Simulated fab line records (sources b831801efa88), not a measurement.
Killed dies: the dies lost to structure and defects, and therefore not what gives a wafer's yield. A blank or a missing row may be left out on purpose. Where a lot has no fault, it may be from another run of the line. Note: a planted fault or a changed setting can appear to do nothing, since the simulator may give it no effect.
Chamber matching | flow gf180mcu | GF_V1_CMP_26 on cmp-02 has 4 sister chambers
The step polishes, stops on SiO2, t overpolish 15 s, target thk 0 nm. 20 wafers are shown with their chamber, then 10 later ones without.

## EACH WAFER AND ITS CHAMBER
wafer  | chamber | motorCurrentA (A) | timeToEndpointS (s) | overpolishRunS (s)
L077.2 | 1       | 10.2              | 86                  | 15.000
L077.3 | 3       | 11.6              | 69                  | 15.003
L077.6 | 1       | 10.4              | 82                  | 15.000
L080.1 | 3       | 11.9              | 73                  | 14.999
L080.2 | 1       | 10.0              | 83                  | 15.007
L080.4 | 0       | 10.2              | 76                  | 14.996
L081.1 | 2       | 10.4              | 86                  | 14.993
L081.4 | 0       | 10.8              | 88                  | 15.005
L081.5 | 1       | 9.7               | 94                  | 14.998
L082.1 | 1       | 10.3              | 90                  | 15.001
L082.4 | 3       | 12.0              | 76                  | 15.011
L082.5 | 1       | 9.7               | 89                  | 15.005
L088.1 | 2       | 11.3              | 79                  | 15.010
L088.2 | 3       | 11.8              | 74                  | 14.998
L088.5 | 1       | 10.6              | 84                  | 15.002
L089.2 | 1       | 9.7               | 89                  | 14.988
L089.5 | 2       | 11.2              | 86                  | 15.014
L089.6 | 3       | 11.9              | 73                  | 15.009
L093.1 | 0       | 11.2              | 85                  | 14.995
L093.2 | 2       | 10.7              | 85                  | 14.999

SIGNATURES, as means of the wafers listed above
reading         | chamber 0 | chamber 1 | chamber 2 | chamber 3 | scatter within a chamber
motorCurrentA   | 10.733    | 10.075    | 10.900    | 11.840    | 0.355
timeToEndpointS | 83.00     | 87.12     | 84.00     | 73.00     | 3.99
overpolishRunS  | 14.99867  | 15.00013  | 15.00400  | 15.00400  | 0.00664
Rule: for a wafer and a chamber, the distance is found by dividing, reading by reading, the gap between the wafer's reading and the chamber's mean by the reading's scatter, squaring, summing and taking the root. If the next closest chamber is less than 2 further off than the closest, the wafer can't be placed; otherwise it belongs to the closest. The scatter is the square root of a quotient: the sum, over the shown wafers, of each reading's squared deviation from its chamber's mean, divided by wafers minus chambers.

## WAFERS WHOSE CHAMBER IS MISSING
wafer  | motorCurrentA (A) | timeToEndpointS (s) | overpolishRunS (s)
L093.4 | 12.2              | 73                  | 15.016
L095.1 | 10.6              | 83                  | 14.979
L095.3 | 9.6               | 90                  | 14.997
L095.4 | 10.3              | 83                  | 15.003
L096.3 | 11.7              | 78                  | 15.000
L096.4 | 9.9               | 89                  | 15.015
L096.6 | 10.3              | 89                  | 15.012
L097.2 | 10.6              | 92                  | 14.987
L097.5 | 9.8               | 89                  | 15.001
L097.6 | 10.4              | 84                  | 15.000

## WHICH CHAMBER EACH WENT THROUGH
wafer  | from the rows above          | in truth
L093.4 | 3                            | 3
L095.1 | can't be placed: 0 or 1 or 2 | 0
L095.3 | 1                            | 1
L095.4 | can't be placed: 1 or 0 or 2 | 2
L096.3 | can't be placed: 3 or 2 or 0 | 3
L096.4 | can't be placed: 1 or 2 or 0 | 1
L096.6 | can't be placed: 1 or 2 or 0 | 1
L097.2 | can't be placed: 1 or 0 or 2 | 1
L097.5 | 1                            | 1
L097.6 | can't be placed: 0 or 1 or 2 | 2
Correct placement for 3 of the 10. Unplaceable from these rows: 7, with the true chamber sitting among the candidates in 7. Placed wrongly: 0.
